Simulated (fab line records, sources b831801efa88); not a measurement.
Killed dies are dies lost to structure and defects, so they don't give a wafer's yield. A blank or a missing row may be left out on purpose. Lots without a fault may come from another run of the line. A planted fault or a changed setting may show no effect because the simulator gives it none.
Which tool did it? | flow gf180mcu | 13 lots, 39 wafers sampled, at 5 steps of a route of 602

WHAT THE GAUGES READ, wafer by wafer
GF_V4_CD_MEAS_14: target cd 260 nm.
lot  | measured     | on        | cd_nm (nm)
L729 | day 24 10:37 | cd_sem-01 | 259.8 260.1 259.0
L730 | day 24 17:16 | cd_sem-01 | 260.8 261.7 261.7
L731 | day 25 01:11 | cd_sem-02 | 261.2 260.7 261.6
L732 | day 25 11:03 | cd_sem-02 | 258.9 258.8 258.9
L733 | day 25 16:41 | cd_sem-02 | 260.2 260.8 260.9
L736 | day 26 17:38 | cd_sem-01 | 260.5 261.2 261.4
L737 | day 27 02:59 | cd_sem-02 | 260.2 259.2 259.5
L741 | day 28 11:20 | cd_sem-02 | 260.6 261.2 262.0
L747 | day 30 02:22 | cd_sem-02 | 260.7 260.9 259.7
L749 | day 30 10:35 | cd_sem-01 | 258.8 258.9 258.5
L750 | day 30 19:22 | cd_sem-02 | 259.6 259.1 259.2
L751 | day 31 01:45 | cd_sem-01 | 261.6 260.7 260.4
L752 | day 31 12:08 | cd_sem-02 | 260.4 259.0 259.4

GF_TOP_METAL_CD_MEAS_14: target cd 440 nm.
lot  | measured     | on        | cd_nm (nm)
L729 | day 28 02:37 | cd_sem-01 | 441.0 440.9 440.1
L730 | day 28 07:37 | cd_sem-01 | 440.2 440.7 440.1
L731 | day 28 16:11 | cd_sem-02 | 442.3 440.0 440.2
L732 | day 29 00:03 | cd_sem-01 | 440.3 442.4 443.0
L733 | day 29 05:23 | cd_sem-01 | 437.8 436.0 438.5
L736 | day 30 04:56 | cd_sem-01 | 438.6 439.8 440.2
L737 | day 30 14:08 | cd_sem-01 | 437.1 440.4 438.1
L741 | day 31 16:38 | cd_sem-01 | 442.4 443.6 442.3
L747 | day 33 03:43 | cd_sem-02 | 439.9 440.1 442.3
L749 | day 33 10:29 | cd_sem-02 | 441.0 442.3 442.1
L750 | day 33 18:34 | cd_sem-02 | 438.1 438.3 437.7
L751 | day 34 00:24 | cd_sem-02 | 442.8 441.8 441.9
L752 | day 34 09:26 | cd_sem-01 | 439.8 440.6 439.6

GF_PASSIVATION_THK_MEAS_03.
lot  | measured     | on            | PASSIVATION_CVD_02_THK (nm)
L729 | day 28 04:14 | film_metro-04 | 692 690 704
L730 | day 28 08:56 | film_metro-01 | 706 710 708
L731 | day 28 17:43 | film_metro-04 | 686 713 705
L732 | day 29 01:35 | film_metro-04 | 685 692 701
L733 | day 29 06:43 | film_metro-04 | 687 686 690
L736 | day 30 06:14 | film_metro-02 | 684 689 700
L737 | day 30 15:28 | film_metro-02 | 692 696 690
L741 | day 31 17:56 | film_metro-04 | 701 698 703
L747 | day 33 05:01 | film_metro-04 | 700 710 719
L749 | day 33 11:47 | film_metro-02 | 583 577 603
L750 | day 33 19:57 | film_metro-04 | 699 712 703
L751 | day 34 01:44 | film_metro-01 | 577 585 598
L752 | day 34 10:44 | film_metro-04 | 696 702 705

WHICH TOOL RAN EACH LOT (tool, then ch and the chambers of the sampled wafers, then the start)
lot  | GF_V4_ETCH_17                                 | GF_PASSIVATION_CVD_02
L729 | rie_diel-01 ch 1,2,3, day 28 02:37 or earlier | pecvd-04 ch 1,2, day 28 03:57
L730 | rie_diel-01 ch 0,1,2, day 28 07:37 or earlier | pecvd-04 ch 0,1,2, day 28 08:38
L731 | rie_diel-01 ch 0,3, day 28 16:11 or earlier   | pecvd-04 ch 0,1,2, day 28 17:26
L732 | rie_diel-03 ch 2,3, day 29 00:03 or earlier   | pecvd-04 ch 1,2, day 29 01:17
L733 | rie_diel-01 ch 0,2, day 29 05:23 or earlier   | pecvd-04 ch 0,1,2, day 29 06:26
L736 | rie_diel-04 ch 0,3, day 30 04:56 or earlier   | pecvd-04 ch 0,1,2, day 30 05:57
L737 | rie_diel-04 ch 0,1,2, day 30 14:08 or earlier | pecvd-02 ch 0,1,2, day 30 15:11
L741 | rie_diel-04 ch 1,2, day 31 16:38 or earlier   | pecvd-03 ch 0,1,2, day 31 17:39
L747 | rie_diel-04 ch 0,1, day 33 03:43 or earlier   | pecvd-04 ch 0,1,2, day 33 04:43
L749 | rie_diel-01 ch 1,2,3, day 33 10:29 or earlier | pecvd-04 ch 1,2, day 33 11:30
L750 | rie_diel-04 ch 0,1,2, day 33 18:34 or earlier | pecvd-02 ch 0,1, day 33 19:38
L751 | rie_diel-04 ch 0,2, day 34 00:24 or earlier   | pecvd-04 ch 0,1, day 34 01:26
L752 | rie_diel-01 ch 0,1,3, day 34 09:26 or earlier | pecvd-02 ch 0,1, day 34 10:27
- GF_V4_ETCH_17: etches SiO2 in C4F8/O2/Ar, stops on TiN, target depth 630 nm.
- GF_PASSIVATION_CVD_02: deposits Si3N4, target thk 700 nm, time 486.18 s.

WHAT THE TOOLS THEMSELVES READ (means of the sampled wafers that have a number; where no wafer has one, the mark that the record gives instead)
GF_V4_ETCH_17.
lot  | tool        | oes_product_au (a.u.)
L729 | rie_diel-01 | 0.857
L730 | rie_diel-01 | 0.856
L731 | rie_diel-01 | 0.853
L732 | rie_diel-03 | 0.861
L733 | rie_diel-01 | 0.849
L736 | rie_diel-04 | 0.859
L737 | rie_diel-04 | 0.855
L741 | rie_diel-04 | 0.857
L747 | rie_diel-04 | 0.856
L749 | rie_diel-01 | 0.850
L750 | rie_diel-04 | 0.857
L751 | rie_diel-04 | 0.853
L752 | rie_diel-01 | 0.855

GF_PASSIVATION_CVD_02.
lot  | tool     | heater_power_w (W)
L729 | pecvd-04 | 628
L730 | pecvd-04 | 686
L731 | pecvd-04 | 632
L732 | pecvd-04 | 621
L733 | pecvd-04 | 677
L736 | pecvd-04 | 663
L737 | pecvd-02 | 638
L741 | pecvd-03 | 720
L747 | pecvd-04 | 639
L749 | pecvd-04 | 647
L750 | pecvd-02 | 757
L751 | pecvd-04 | 591
L752 | pecvd-02 | 783

THE ANSWER, worked out from the rows above alone
Rule: what is usual is taken from the lots themselves. Put in order of their means at a reading, lots are off if they are a third of the lots or fewer, leave a main group of 4 or more, and stand apart from it by a gap of 3 or more times the standard deviation of the main group's means; of several such gaps the widest counts. A main group whose means are all the same, to the digits that the tables above print for the reading, isn't used. A lot without any number at a reading at which 4 lots or more have one is off too. The other lots that the step has rows for count as sound. The gauges are gone through in route order, then the tools' own readings, and for those a lot's mean is taken as printed above. The first step at which some lot is off is used, and at that step the reading that is off furthest; a lot without a number counts as furthest.
Off: L749, L751, at GF_PASSIVATION_THK_MEAS_03 (PASSIVATION_CVD_02_THK). The main group: mean 699 nm, standard deviation 6.9.
A tool fits if, at a process step before that reading, it ran every lot that is off, and no sound lot after the first of them. The gauges at GF_PASSIVATION_THK_MEAS_03 are tried like those tools. GF_V4_ETCH_17 gives no start for some lots, so the hours and the order of its lots are those of GF_TOP_METAL_CD_MEAS_14. One fits: pecvd-04 at GF_PASSIVATION_CVD_02. Its last sound lot is L747 (day 33 04:43), its first lot that is off L749 (day 33 11:30): a fault that began between those two fits.

WHAT THE SIMULATOR HAD PUT IN
Site profile drift: pecvd-04, from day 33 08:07 on, at GF_PASSIVATION_CVD_02. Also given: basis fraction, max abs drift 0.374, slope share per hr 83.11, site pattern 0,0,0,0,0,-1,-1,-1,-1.
Lots struck among those shown: L749, L751. The rule above found the same.
